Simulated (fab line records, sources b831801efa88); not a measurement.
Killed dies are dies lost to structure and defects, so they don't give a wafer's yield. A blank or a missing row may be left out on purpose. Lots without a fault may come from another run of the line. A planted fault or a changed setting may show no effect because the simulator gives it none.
Which tool did it? | flow gf180mcu | 14 lots, 42 wafers sampled, at 5 steps of a route of 602

WHAT THE GAUGES READ, wafer by wafer
GF_MVPSD_TW_MEAS_11. Usual: MVPSD_TW 546, standard deviation 5.7.
lot  | measured    | on            | MVPSD_TW    | flag
L847 | day 5 00:13 | film_metro-02 | 547 544 547 |
L848 | day 5 05:37 | film_metro-03 | 554 554 553 |
L849 | day 5 12:31 | film_metro-04 | 541 540 540 |
L850 | day 5 19:16 | film_metro-04 | 540 544 541 |
L851 | day 5 22:41 | film_metro-04 | 543 541 541 |
L852 | day 6 06:36 | film_metro-04 | 541 545 542 |
L853 | day 6 11:38 | film_metro-02 | 546 545 546 |
L854 | day 6 17:32 | film_metro-04 | 541 542 544 |
L855 | day 6 22:43 | film_metro-02 | 545 543 548 |
L859 | day 8 00:04 | film_metro-04 | 539 541 539 |
L860 | day 8 05:10 | film_metro-04 | 540 541 541 |
L862 | day 8 18:20 | film_metro-03 | 554 555 558 |
L863 | day 9 00:44 | film_metro-02 | 545 545 545 |
L865 | day 9 13:39 | film_metro-04 | 545 545 543 |

GF_DUAL_GATE_THK_MEAS_03. Usual: DUAL_GATE_OXIDATION_00_THK 10.87 nm, standard deviation 0.2.
lot  | measured     | on            | DUAL_GATE_OXIDATION_00_THK (nm) | flag
L847 | day 7 17:17  | film_metro-02 | 10.68 10.86 10.64               |
L848 | day 7 21:17  | film_metro-02 | 10.86 10.73 10.80               |
L849 | day 8 04:16  | film_metro-02 | 10.94 11.24 10.99               |
L850 | day 8 11:07  | film_metro-02 | 10.84 11.06 10.86               |
L851 | day 8 15:40  | film_metro-03 | 10.89 10.95 10.75               |
L852 | day 9 01:11  | film_metro-02 | 10.63 10.62 10.77               |
L853 | day 9 05:18  | film_metro-02 | 10.81 10.62 10.70               |
L854 | day 9 13:47  | film_metro-03 | 10.46 10.41 10.42               |
L855 | day 9 19:29  | film_metro-01 | 10.91 11.04 11.17               |
L859 | day 11 00:41 | film_metro-01 | 16.85 16.57 17.01               | OFF
L860 | day 11 06:25 | film_metro-01 | 16.62 16.74 16.70               | OFF
L862 | day 11 20:19 | film_metro-03 | 11.14 11.22 11.30               |
L863 | day 12 03:15 | film_metro-01 | 10.98 11.10 11.15               |
L865 | day 12 20:24 | film_metro-03 | 10.78 10.85 10.83               |

GF_HV_LDD_OVL_MEAS_08. Usual: HV_LDD_OVL 1.1 nm, standard deviation 1.2.
lot  | measured     | on         | HV_LDD_OVL (nm) | flag
L847 | day 10 01:22 | overlay-01 | -1.5 -0.4 1.8   |
L848 | day 10 05:36 | overlay-02 | -0.1 -0.7 1.5   |
L849 | day 10 15:20 | overlay-01 | 2.2 1.0 2.1     |
L850 | day 10 22:09 | overlay-02 | -0.7 -0.1 -0.7  |
L851 | day 11 01:04 | overlay-02 | 0.7 -0.7 -0.5   |
L852 | day 11 12:22 | overlay-01 | 2.5 1.9 1.5     |
L853 | day 11 15:01 | overlay-01 | -0.3 -0.6 -0.1  |
L854 | day 12 03:58 | overlay-01 | 1.5 2.5 2.5     |
L855 | day 12 09:03 | overlay-02 | 1.1 0.8 0.7     |
L859 | day 13 16:08 | overlay-01 | 1.4 1.9 2.8     |
L860 | day 14 01:06 | overlay-01 | -0.2 1.7 1.2    |
L862 | day 14 13:08 | overlay-01 | 1.2 3.2 1.4     |
L863 | day 14 23:40 | overlay-02 | 3.5 2.2 1.1     |
L865 | day 15 14:04 | overlay-02 | 0.1 1.3 0.7     |

WHICH TOOL RAN EACH LOT (tool, then ch and the chambers of the sampled wafers, then the start)
lot  | GF_DUAL_GATE_OXIDATION_02     | GF_POLY_GATE_ETCH_12
L847 | furnace-01 ch 0, day 7 15:50  | rie_diel-01 ch 0,3, day 9 04:50
L848 | furnace-01 ch 0, day 7 19:47  | rie_diel-03 ch 0,2, day 9 10:50
L849 | furnace-01 ch 0, day 8 02:49  | rie_diel-04 ch 0,1,3, day 9 18:23
L850 | furnace-01 ch 0, day 8 09:41  | rie_diel-01 ch 1,3, day 10 02:17
L851 | furnace-02 ch 0, day 8 14:10  | rie_diel-03 ch 1,2,3, day 10 04:20
L852 | furnace-02 ch 0, day 8 23:43  | rie_diel-03 ch 0,2,3, day 10 16:29
L853 | furnace-01 ch 0, day 9 03:50  | rie_diel-01 ch 1,2,3, day 10 19:17
L854 | furnace-02 ch 0, day 9 12:20  | rie_diel-01 ch 0,2, day 11 05:47
L855 | furnace-01 ch 0, day 9 18:02  | rie_diel-03 ch 0,3, day 11 11:23
L859 | furnace-01 ch 0, day 10 23:14 | rie_diel-03 ch 0,2,3, day 12 18:29
L860 | furnace-01 ch 0, day 11 04:59 | rie_diel-04 ch 2,3, day 13 01:23
L862 | furnace-02 ch 0, day 11 18:50 | rie_diel-01 ch 0,2,3, day 13 14:38
L863 | furnace-02 ch 0, day 12 01:47 | rie_diel-04 ch 0,1,2, day 14 00:37
L865 | furnace-02 ch 0, day 12 18:55 | rie_diel-01 ch 1,2,3, day 14 15:49
- GF_DUAL_GATE_OXIDATION_02: stabilise 600 s, purge 300 s, target thk 10.887 nm.
- GF_POLY_GATE_ETCH_12: etches BARC in N2/H2.

WHAT THE TOOLS THEMSELVES READ (means of the sampled wafers that have a number; where no wafer has one, the mark that the record gives instead)
GF_POLY_GATE_ETCH_12. Usual: drypump_motor_current_A 5.88 A, standard deviation 0.26; oes_product_au 0.735 a.u., standard deviation 0.0049; throttle_valve_pct 13.215 %, standard deviation 0.0087.
lot  | tool        | drypump_motor_current_A (A) | oes_product_au (a.u.) | throttle_valve_pct (%) | flag
L847 | rie_diel-01 | 5.97                        | 0.741                 | 13.216                 |
L848 | rie_diel-03 | 5.93                        | 0.735                 | 13.212                 |
L849 | rie_diel-04 | 5.73                        | 0.732                 | 13.213                 |
L850 | rie_diel-01 | 6.06                        | 0.735                 | 13.212                 |
L851 | rie_diel-03 | 6.09                        | 0.734                 | 13.219                 |
L852 | rie_diel-03 | 6.05                        | 0.735                 | 13.207                 |
L853 | rie_diel-01 | 6.06                        | 0.737                 | 13.209                 |
L854 | rie_diel-01 | 5.97                        | 0.729                 | 13.211                 |
L855 | rie_diel-03 | 6.14                        | 0.734                 | 13.221                 |
L859 | rie_diel-03 | 6.06                        | 0.739                 | 13.213                 |
L860 | rie_diel-04 | 5.41                        | 0.738                 | 13.208                 |
L862 | rie_diel-01 | 6.05                        | 0.735                 | 13.224                 |
L863 | rie_diel-04 | 5.72                        | 0.733                 | 13.215                 |
L865 | rie_diel-01 | 6.03                        | 0.734                 | 13.212                 |

THE ANSWER, worked out from the rows above alone
Rule: a lot is off if the mean of its wafers that have a number lies more than 3 standard deviations from the usual mean. A lot without any number at a reading at which 4 lots or more have one is off too. The other lots that the step has rows for count as sound. The gauges are gone through in route order, then the tools' own readings, and for those a lot's mean is taken as printed above. The first step at which some lot is off is used, and at that step the reading that is off furthest; a lot without a number counts as furthest.
Off: L859, L860, at GF_DUAL_GATE_THK_MEAS_03 (DUAL_GATE_OXIDATION_00_THK).
A tool fits if, at a process step before that reading, it ran every lot that is off, and no sound lot after the first of them. The gauges at GF_DUAL_GATE_THK_MEAS_03 are tried like those tools. One fits: furnace-01 at GF_DUAL_GATE_OXIDATION_02. Its last sound lot is L855 (day 9 18:02), its first lot that is off L859 (day 10 23:14): a fault that began between those two fits.

WHAT THE SIMULATOR HAD PUT IN
Process parameter drift: furnace-01, from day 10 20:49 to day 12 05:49, at GF_DUAL_GATE_OXIDATION_02. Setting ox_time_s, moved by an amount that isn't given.
Lots struck among those shown: L859, L860. The rule above found the same.
